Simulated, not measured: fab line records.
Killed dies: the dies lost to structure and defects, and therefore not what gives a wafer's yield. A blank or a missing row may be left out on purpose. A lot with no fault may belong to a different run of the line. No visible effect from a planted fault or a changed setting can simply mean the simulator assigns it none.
fab line records + flow sky130
[record]
- lots = 13
- wafers = 39
- last-day = 50
route steps=708 shown LI_CONTACT@385 CONTACT@420 METAL1@438 PAD_OPEN@708
lots that met no fault: taken from a fault-free run of the same line
start-h: the number of hours between the record's first day and the start of the first shown wafer of the lot + wait-h: hours from the lot's prior step to this one + " repeats the value in the row above + L1.1+2: several wafers, shown together as one row + - no value present, or no start provided + * or withheld: withheld + < > ~ a bound
route shown NAME@n: a module of which the file shows steps, and the number in the route of the first + usual: average and standard deviation across the fault-free wafers + same: alike in all rows + chamber/n: place in a boat + sites: the reading at each site + _std_site: standard deviation of those values + _edge_site: outer sites' mean less inner sites' + radius-mm: for every site, how far away it sits from the centre of the wafer + mask NAME#n: copy n + behind: the most recent tool/chamber to have shaped the wafer + hold: the reason the lot was held/the length of the hold in hours/how it ended + device: the transistor (n, p or np) that didn't switch + end of line: tests run on the same wafers once the route is complete + where a step has no rows: the recipe by itself + killed: dies lost to structure and defects at the first sort, not the wafer's yield + map: shows each die of a wafer: x if killed, . if not, _ if none is there
set.NAME: setting as actually run; set.NAME@STEP: the setting as run at that earlier step + model.NAME: the simulator's own value behind a step, which no gauge read
steps of the route over a sample of lots; a table a step, a row a wafer
services: the hour from which a tool's chamber was out of use, counted from the record's first day as start-h (under 0 if before that day), plus the number of hours and why
[[steps]]
[step SKY_LI_CONTACT_THK_MEAS_23]
[recipe]
- thk-meas-gauge = xrf
- reads = W_of_LI_CONTACT_CVD_21
[usual]
- LI_CONTACT_W_THK = 404/6.1
| lot.wafer | tool          | chamber | start-h | wait-h | LI_CONTACT_W_THK[nm] |
|-----------|---------------|---------|---------|--------|----------------------|
| L923.1    | film-metro-03 | -       | 673.08  | 0.1    | 393                  |
| L923.2    | "             | -       | "       | "      | 402                  |
| L923.6    | "             | -       | "       | "      | 408                  |
| L924.2    | film-metro-01 | -       | 679.36  | 0.1    | 404                  |
| L924.4    | "             | -       | "       | "      | 403                  |
| L924.5    | "             | -       | "       | "      | 396                  |
| L925.1    | film-metro-02 | -       | 687.47  | 0.1    | 413                  |
| L925.5    | "             | -       | "       | "      | 413                  |
| L925.6    | "             | -       | "       | "      | 407                  |
| L927.3    | film-metro-01 | -       | 706.42  | 0.1    | 403                  |
| L927.4    | "             | -       | "       | "      | 404                  |
| L927.6    | "             | -       | "       | "      | 406                  |
| L928.2    | film-metro-03 | -       | 717.11  | 0.1    | 398                  |
| L928.3    | "             | -       | "       | "      | 403                  |
| L928.4    | "             | -       | "       | "      | 402                  |
| L929.2    | film-metro-03 | -       | 719.18  | 0.1    | 406                  |
| L929.5    | "             | -       | "       | "      | 403                  |
| L929.6    | "             | -       | "       | "      | 403                  |
| L930.1    | film-metro-02 | -       | 735.27  | 0.1    | 412                  |
| L930.2    | "             | -       | "       | "      | 412                  |
| L930.6    | "             | -       | "       | "      | 412                  |
| L932.2    | film-metro-03 | -       | 753.66  | 0.1    | 397                  |
| L932.4    | "             | -       | "       | "      | 397                  |
| L932.6    | "             | -       | "       | "      | 400                  |
| L937.1    | film-metro-03 | -       | 786.17  | 0.1    | 404                  |
| L937.4    | "             | -       | "       | "      | 398                  |
| L937.6    | "             | -       | "       | "      | 396                  |
| L940.2    | film-metro-02 | -       | 812.82  | 0.1    | 413                  |
| L940.3    | "             | -       | "       | "      | 414                  |
| L940.4    | "             | -       | "       | "      | 414                  |
| L941.1    | film-metro-02 | -       | 815.12  | 0.1    | 423                  |
| L941.3    | "             | -       | "       | "      | 422                  |
| L941.4    | "             | -       | "       | "      | 412                  |
| L942.4    | film-metro-01 | -       | 838.48  | 0.1    | 402                  |
| L942.5    | "             | -       | "       | "      | 401                  |
| L942.6    | "             | -       | "       | "      | 399                  |
| L945.4    | film-metro-01 | -       | 846.25  | 0.1    | 404                  |
| L945.5    | "             | -       | "       | "      | 399                  |
| L945.6    | "             | -       | "       | "      | 406                  |
[step SKY_CONTACT_CD_MEAS_14]
[recipe]
- target-cd-nm = 170
[usual]
- cd-nm = 170.6/1.4
| lot.wafer | tool      | chamber | start-h | wait-h | cd-nm |
|-----------|-----------|---------|---------|--------|-------|
| L923.1    | cd-sem-01 | -       | 731.87  | -      | 171.5 |
| L923.2    | "         | -       | "       | "      | 170.9 |
| L923.6    | "         | -       | "       | "      | 172.2 |
| L924.2    | cd-sem-01 | -       | 736.84  | -      | 167.0 |
| L924.4    | "         | -       | "       | "      | 169.8 |
| L924.5    | "         | -       | "       | "      | 169.5 |
| L925.1    | cd-sem-01 | -       | 745.24  | -      | 172.3 |
| L925.5    | "         | -       | "       | "      | 171.9 |
| L925.6    | "         | -       | "       | "      | 170.9 |
| L927.3    | cd-sem-01 | -       | 764.16  | -      | 167.6 |
| L927.4    | "         | -       | "       | "      | 168.0 |
| L927.6    | "         | -       | "       | "      | 167.3 |
| L928.2    | cd-sem-01 | -       | 774.44  | -      | 169.9 |
| L928.3    | "         | -       | "       | "      | 170.1 |
| L928.4    | "         | -       | "       | "      | 169.1 |
| L929.2    | cd-sem-01 | -       | 776.01  | -      | 171.9 |
| L929.5    | "         | -       | "       | "      | 171.2 |
| L929.6    | "         | -       | "       | "      | 169.9 |
| L930.1    | cd-sem-01 | -       | 790.81  | -      | 169.5 |
| L930.2    | "         | -       | "       | "      | 168.3 |
| L930.6    | "         | -       | "       | "      | 167.7 |
| L932.2    | cd-sem-02 | -       | 808.91  | -      | 170.5 |
| L932.4    | "         | -       | "       | "      | 170.1 |
| L932.6    | "         | -       | "       | "      | 169.7 |
| L937.1    | cd-sem-02 | -       | 840.46  | -      | 172.0 |
| L937.4    | "         | -       | "       | "      | 172.5 |
| L937.6    | "         | -       | "       | "      | 173.7 |
| L940.2    | cd-sem-01 | -       | 867.08  | -      | 171.8 |
| L940.3    | "         | -       | "       | "      | 171.4 |
| L940.4    | "         | -       | "       | "      | 170.7 |
| L941.1    | cd-sem-01 | -       | 869.97  | -      | 171.0 |
| L941.3    | "         | -       | "       | "      | 170.3 |
| L941.4    | "         | -       | "       | "      | 170.3 |
| L942.4    | cd-sem-02 | -       | 891.88  | -      | 172.4 |
| L942.5    | "         | -       | "       | "      | 172.1 |
| L942.6    | "         | -       | "       | "      | 170.6 |
| L945.4    | cd-sem-02 | -       | 899.17  | -      | 169.8 |
| L945.5    | "         | -       | "       | "      | 170.1 |
| L945.6    | "         | -       | "       | "      | 169.7 |
[step SKY_CONTACT_ETCH_17]
[recipe]
- target = SiO2
- chemistry = C4F8/O2/Ar
- stop-on = Si3N4
- mask-material = KrF-thick
- source-w = 1500
- bias-w = 1200
- pressure-mtorr = 40
- c4f8-flow-sccm = withheld
- O2_flow_sccm = 6
- Ar_flow_sccm = 300
- time-s = withheld
- target-depth-a = 3400
[usual]
- oes-product-au = 0.893/0.0046
- rf-fwd-power-W = 1489/5.2
| lot.wafer | tool        | chamber | start-h | wait-h | oes-product-au | rf-fwd-power-W |
|-----------|-------------|---------|---------|--------|----------------|----------------|
| L923.1    | rie-diel-03 | 3       | 732.07  | 0.0    | 0.890          | 1490           |
| L923.2    | "           | 1       | "       | "      | 0.895          | 1491           |
| L923.6    | "           | 2       | "       | "      | 0.900          | 1488           |
| L924.2    | rie-diel-03 | 3       | 737.02  | 0.0    | 0.898          | 1482           |
| L924.4    | "           | 1       | "       | "      | 0.894          | 1487           |
| L924.5    | "           | 3       | "       | "      | 0.897          | 1481           |
| L925.1    | rie-diel-01 | 3       | 745.44  | 0.0    | 0.896          | 1491           |
| L925.5    | "           | 2       | "       | "      | 0.893          | 1490           |
| L925.6    | "           | 1       | "       | "      | 0.887          | 1484           |
| L927.3    | rie-diel-04 | 2       | 764.32  | 0.0    | 0.891          | 1495           |
| L927.4    | "           | 3       | "       | "      | 0.898          | 1498           |
| L927.6    | "           | 1       | "       | "      | 0.894          | 1487           |
| L928.2    | rie-diel-01 | 1       | 774.62  | 0.0    | 0.897          | 1497           |
| L928.3    | "           | 0       | "       | "      | 0.895          | 1484           |
| L928.4    | "           | 3       | "       | "      | 0.891          | 1496           |
| L929.2    | rie-diel-01 | 0       | 776.19  | 0.0    | 0.894          | 1487           |
| L929.5    | "           | 2       | "       | "      | 0.890          | 1476           |
| L929.6    | "           | 1       | "       | "      | 0.888          | 1491           |
| L930.1    | rie-diel-01 | 2       | 791.01  | 0.0    | 0.894          | 1485           |
| L930.2    | "           | 0       | "       | "      | 0.889          | 1488           |
| L930.6    | "           | 2       | "       | "      | 0.893          | 1485           |
| L932.2    | rie-diel-01 | 3       | 809.09  | 0.0    | 0.898          | 1499           |
| L932.4    | "           | 0       | "       | "      | 0.893          | 1488           |
| L932.6    | "           | 2       | "       | "      | 0.902          | 1483           |
| L937.1    | rie-diel-03 | 3       | 840.66  | 0.0    | 0.898          | 1492           |
| L937.4    | "           | 1       | "       | "      | 0.889          | 1252           |
| L937.6    | "           | 3       | "       | "      | 0.893          | 1482           |
| L940.2    | rie-diel-04 | 1       | 867.26  | 0.0    | 0.888          | 1481           |
| L940.3    | "           | 2       | "       | "      | 0.892          | 1496           |
| L940.4    | "           | 0       | "       | "      | 0.901          | 1495           |
| L941.1    | rie-diel-01 | 3       | 870.17  | 0.0    | 0.888          | 1489           |
| L941.3    | "           | 2       | "       | "      | 0.893          | 1487           |
| L941.4    | "           | 0       | "       | "      | 0.892          | 1479           |
| L942.4    | rie-diel-04 | 0       | 892.02  | 0.0    | 0.889          | 1488           |
| L942.5    | "           | 2       | "       | "      | 0.896          | 1486           |
| L942.6    | "           | 1       | "       | "      | 0.898          | 1493           |
| L945.4    | rie-diel-01 | 0       | 899.31  | 0.0    | 0.892          | 1489           |
| L945.5    | "           | 3       | "       | "      | 0.891          | 1491           |
| L945.6    | "           | 2       | "       | "      | 0.891          | 1494           |
[step SKY_METAL1_SPUTTER_04]
[recipe]
- material = TiN
- target-thk-nm = 70
- power-w = 6500
- time-s = 58.3
- chamber-pressure-pa = 0.4
[usual]
- cathode-dc-power-W = 6500.1/1.1
- throttle-valve-pct = 30.4/1.2
[same]
- time-s = 58.3
| lot.wafer | tool           | chamber | start-h | wait-h | cathode-dc-power-W | throttle-valve-pct |
|-----------|----------------|---------|---------|--------|--------------------|--------------------|
| L923.1    | pvd-sputter-02 | -       | 733.57  | 0.0    | 6500.0             | 29.8               |
| L923.2    | "              | -       | "       | "      | 6499.3             | 31.1               |
| L923.6    | "              | -       | "       | "      | 6500.4             | 32.9               |
| L924.2    | pvd-sputter-01 | -       | 738.45  | 0.0    | 6501.3             | 30.1               |
| L924.4    | "              | -       | "       | "      | 6499.8             | 30.6               |
| L924.5    | "              | -       | "       | "      | 6501.3             | 29.6               |
| L925.1    | pvd-sputter-04 | -       | 746.87  | 0.0    | 6499.3             | 30.0               |
| L925.5    | "              | -       | "       | "      | 6501.7             | 30.0               |
| L925.6    | "              | -       | "       | "      | 6500.1             | 30.3               |
| L927.3    | pvd-sputter-02 | -       | 765.78  | 0.0    | 6499.8             | 29.8               |
| L927.4    | "              | -       | "       | "      | 6500.3             | 29.5               |
| L927.6    | "              | -       | "       | "      | 6499.6             | 29.8               |
| L928.2    | pvd-sputter-01 | -       | 776.40  | 0.0    | 6501.3             | 30.4               |
| L928.3    | "              | -       | "       | "      | 6499.0             | 29.2               |
| L928.4    | "              | -       | "       | "      | 6501.7             | 30.0               |
| L929.2    | pvd-sputter-02 | -       | 777.71  | 0.0    | 6497.6             | 33.0               |
| L929.5    | "              | -       | "       | "      | 6499.0             | 32.8               |
| L929.6    | "              | -       | "       | "      | 6502.6             | 29.8               |
| L930.1    | pvd-sputter-04 | -       | 792.47  | 0.0    | 6501.0             | 30.2               |
| L930.2    | "              | -       | "       | "      | 6500.4             | 28.7               |
| L930.6    | "              | -       | "       | "      | 6499.7             | 31.8               |
| L932.2    | pvd-sputter-04 | -       | 810.55  | 0.0    | 6498.8             | 28.5               |
| L932.4    | "              | -       | "       | "      | 6500.7             | 31.7               |
| L932.6    | "              | -       | "       | "      | 6499.6             | 30.1               |
| L937.1    | pvd-sputter-01 | -       | 842.11  | 0.0    | 6499.5             | 30.4               |
| L937.4    | "              | -       | "       | "      | 6500.7             | 30.4               |
| L937.6    | "              | -       | "       | "      | 6499.9             | 30.1               |
| L940.2    | pvd-sputter-02 | -       | 868.79  | 0.0    | 6499.4             | 31.2               |
| L940.3    | "              | -       | "       | "      | 6500.7             | 29.4               |
| L940.4    | "              | -       | "       | "      | 6501.3             | 33.0               |
| L941.1    | pvd-sputter-01 | -       | 871.60  | 0.0    | 6500.7             | 30.4               |
| L941.3    | "              | -       | "       | "      | 6498.2             | 30.5               |
| L941.4    | "              | -       | "       | "      | 6500.8             | 29.4               |
| L942.4    | pvd-sputter-02 | -       | 893.63  | 0.0    | 6500.2             | 31.3               |
| L942.5    | "              | -       | "       | "      | 6500.2             | 31.2               |
| L942.6    | "              | -       | "       | "      | 6499.9             | 32.9               |
| L945.4    | pvd-sputter-01 | -       | 900.99  | 0.0    | 6501.6             | 30.3               |
| L945.5    | "              | -       | "       | "      | 6498.8             | 29.3               |
| L945.6    | "              | -       | "       | "      | 6500.3             | 30.4               |
[step SKY_PAD_OPEN_PROBE_99]
[usual]
- killed_at_M0_to_M3 = 43/6.7
- killed_at_M4_up = 3.0/1.9
- killed-at-contacts = 25/5.4
- killed-at-front-end = 16/4.5
- killed-at-other = 0.4/0.62
- killed-dies = 87/9.6
- killed-open = 47/7
- killed-short = 39/6.1
[same]
- gross-dies = 492
- killed-at-back-side = 0
| lot.wafer | tool      | chamber | start-h | wait-h | killed_at_M0_to_M3 | killed_at_M4_up | killed-at-contacts | killed-at-front-end | killed-at-other | killed-dies | killed-open | killed-short |
|-----------|-----------|---------|---------|--------|--------------------|-----------------|--------------------|---------------------|-----------------|-------------|-------------|--------------|
| L925.1    | prober-01 | -       | 1082.09 | 0.1    | 41                 | 1               | 28                 | 21                  | 0               | 91          | 50          | 41           |
| L925.5    | prober-01 | -       | 1082.29 | 0.2    | 42                 | 6               | 29                 | 13                  | 0               | 90          | 52          | 38           |
| L925.6    | prober-01 | -       | 1082.34 | 0.2    | 44                 | 3               | 30                 | 18                  | 0               | 95          | 48          | 47           |
| L932.2    | prober-02 | -       | 1131.46 | 0.1    | 39                 | 4               | 34                 | 13                  | 3               | 93          | 48          | 43           |
| L932.4    | prober-02 | -       | 1131.56 | 0.2    | 42                 | 2               | 25                 | 12                  | 2               | 83          | 56          | 24           |
| L932.6    | prober-02 | -       | 1131.66 | 0.2    | 39                 | 1               | 29                 | 16                  | 1               | 86          | 47          | 36           |
| L940.2    | prober-02 | -       | 1171.43 | 0.1    | 41                 | 3               | 25                 | 23                  | 0               | 92          | 43          | 49           |
| L940.3    | prober-02 | -       | 1171.48 | 0.2    | 48                 | 4               | 20                 | 6                   | 0               | 78          | 40          | 38           |
| L940.4    | prober-02 | -       | 1171.53 | 0.2    | 48                 | 3               | 17                 | 10                  | 0               | 78          | 36          | 42           |
| L945.4    | prober-01 | -       | 1194.19 | 0.2    | 39                 | 2               | 32                 | 9                   | 0               | 82          | 44          | 38           |
| L945.5    | prober-01 | -       | 1194.24 | 0.2    | 46                 | 4               | 19                 | 20                  | 0               | 89          | 43          | 45           |
| L945.6    | prober-01 | -       | 1194.29 | 0.2    | 37                 | 1               | 18                 | 11                  | 0               | 67          | 43          | 24           |
// killed by level:class
L925.1 CONTACT:geometric-particle:open=9 VIA1:geometric-particle:open=8 FIELD_ISO:geometric-particle:open=7 LI_CONTACT:geometric-particle:open=7 METAL1:geometric-particle:short=7 FIELD_ISO:geometric-particle:short=6 CONTACT:geometric-particle:short=6 METAL2:geometric-particle:short=5
L925.5 LI_CONTACT:geometric-particle:open=10 CONTACT:geometric-particle:open=10 VIA1:geometric-particle:open=9 VIA3:geometric-particle:open=8 METAL4:geometric-particle:short=6 FIELD_ISO:geometric-particle:short=5 POLY_GATE:geometric-particle:open=5 CONTACT:geometric-particle:short=5
L925.6 VIA2:geometric-particle:open=14 LI_CONTACT:geometric-particle:open=11 CONTACT:geometric-particle:short=9 VIA1:geometric-particle:open=9 FIELD_ISO:geometric-particle:short=6 METAL2:geometric-particle:short=6 POLY_GATE:geometric-particle:short=5 CONTACT:geometric-particle:open=5
L932.2 VIA1:geometric-particle:open=10 CONTACT:geometric-particle:open=9 VIA3:geometric-particle:open=9 LI_CONTACT:geometric-particle:short=8 LI_CONTACT:geometric-particle:open=8 FIELD_ISO:geometric-particle:short=6 METAL1:geometric-particle:short=6 LOCAL_INTERCONNECT:geometric-particle:short=5
L932.4 VIA3:geometric-particle:open=10 CONTACT:geometric-particle:open=10 VIA1:geometric-particle:open=10 LI_CONTACT:geometric-particle:open=8 VIA2:geometric-particle:open=7 METAL1:geometric-particle:short=4 VIA3:geometric-particle:short=4 POLY_GATE:geometric-particle:open=3
L932.6 VIA1:geometric-particle:open=10 LI_CONTACT:geometric-particle:open=10 VIA1:geometric-particle:short=7 LOCAL_INTERCONNECT:geometric-particle:short=6 VIA3:geometric-particle:open=6 CONTACT:geometric-particle:open=6 FIELD_ISO:geometric-particle:short=5 CONTACT:geometric-particle:short=5
L940.2 FIELD_ISO:geometric-particle:open=8 LOCAL_INTERCONNECT:geometric-particle:short=8 VIA1:geometric-particle:open=8 CONTACT:geometric-particle:short=6 METAL1:geometric-particle:short=5 VIA1:geometric-particle:short=5 VIA3:geometric-particle:short=5 FIELD_ISO:geometric-particle:short=4
L940.3 VIA3:geometric-particle:open=12 CONTACT:geometric-particle:open=7 VIA2:geometric-particle:open=6 LI_CONTACT:geometric-particle:short=5 VIA1:geometric-particle:open=5 METAL3:geometric-particle:short=5 METAL1:geometric-particle:short=4 METAL2:geometric-particle:short=4
L940.4 VIA1:geometric-particle:open=13 CONTACT:geometric-particle:short=9 VIA3:geometric-particle:short=7 VIA2:geometric-particle:open=7 METAL1:geometric-particle:short=6 FIELD_ISO:geometric-particle:open=4 CONTACT:geometric-particle:open=4 METAL2:geometric-particle:short=4
L945.4 CONTACT:geometric-particle:open=14 LI_CONTACT:geometric-particle:open=9 VIA1:geometric-particle:open=6 VIA1:geometric-particle:short=6 VIA2:geometric-particle:open=6 METAL1:geometric-particle:short=5 LI_CONTACT:geometric-particle:short=4 CONTACT:geometric-particle:short=4
L945.5 VIA2:geometric-particle:open=10 METAL1:geometric-particle:short=8 FIELD_ISO:geometric-particle:short=6 LI_CONTACT:geometric-particle:open=6 VIA1:geometric-particle:open=6 POLY_GATE:geometric-particle:open=5 CONTACT:geometric-particle:open=5 METAL2:geometric-particle:short=5
L945.6 VIA1:geometric-particle:open=13 LI_CONTACT:geometric-particle:open=5 CONTACT:geometric-particle:short=4 CONTACT:geometric-particle:open=4 VIA2:geometric-particle:open=4 VIA3:geometric-particle:open=4 FIELD_ISO:geometric-particle:open=3 POLY_GATE:geometric-particle:open=3
[[services]]
| tool           | chamber | start-h | hours | kind           |
|----------------|---------|---------|-------|----------------|
| rie-diel-04    | -       | 721.43  | 4.3   | pm             |
| rie-diel-04    | 3       | 738.19  | 5.8   | repair         |
| rie-diel-04    | 0       | 740.58  | 3.4   | repair         |
| rie-diel-04    | 0       | 744.01  | -     | clean          |
| rie-diel-04    | 0       | 744.01  | 25.5  | scheduled-down |
| rie-diel-04    | 0       | 744.01  | 25.5  | vent-cycle     |
| rie-diel-03    | 0       | 745.26  | -     | clean          |
| rie-diel-03    | 0       | 745.26  | 17.7  | scheduled-down |
| rie-diel-03    | 0       | 745.26  | 17.7  | vent-cycle     |
| rie-diel-03    | -       | 750.71  | 2.8   | pm             |
| rie-diel-01    | -       | 752.40  | 2.8   | pm             |
| rie-diel-01    | 1       | 786.16  | 32.2  | repair         |
| rie-diel-04    | 0       | 797.21  | 8.0   | repair         |
| rie-diel-04    | -       | 801.62  | 14.6  | pm             |
| pvd-sputter-02 | -       | 811.12  | 2.6   | repair         |
| rie-diel-01    | 1       | 821.32  | -     | clean          |
| rie-diel-01    | 1       | 821.32  | 17.7  | scheduled-down |
| rie-diel-01    | 1       | 821.32  | 17.7  | vent-cycle     |
| rie-diel-04    | 3       | 830.35  | 4.9   | repair         |
| rie-diel-03    | 0       | 852.65  | 8.7   | repair         |
| rie-diel-01    | 2       | 859.01  | 1.7   | repair         |
| pvd-sputter-04 | -       | 862.61  | 43.5  | repair         |
| rie-diel-03    | 0       | 886.30  | 2.8   | repair         |
| rie-diel-04    | -       | 899.83  | 0.1   | repair         |
[[key]]
[first-sign]
- step = SKY_CONTACT_ETCH_17
- reading = rf-fwd-power-W
- direction = down
- sigmas = 46
- usual = 1489
- struck = 1252
effect none on later readings
met-at SKY_CONTACT_ETCH_17
struck-lots L937
struck-wafers L937.4
tester-left-out L937
not-acting-at SKY_LI_CONTACT_THK_MEAS_23,SKY_CONTACT_CD_MEAS_14,SKY_METAL1_SPUTTER_04
onset-between 737.02 840.66
[fault]
- kind = process-parameter-drift
- tool = rie-diel-03
- chamber = 1
- onset-h = 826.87
- steps = SKY_CONTACT_ETCH_17
- channel = source-w
- offset = -240
- shape = step
- end-h = 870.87
- acts-in = these-recipes-only
- stated = 1500
// tester-left-out: of these lots the tester's yield and bins aren't shown, on N5 and GAA mostly nor the transistor test; their killed dies are dies lost to structure and defects alone, not to doping, threshold or leakage, so they don't give the yield
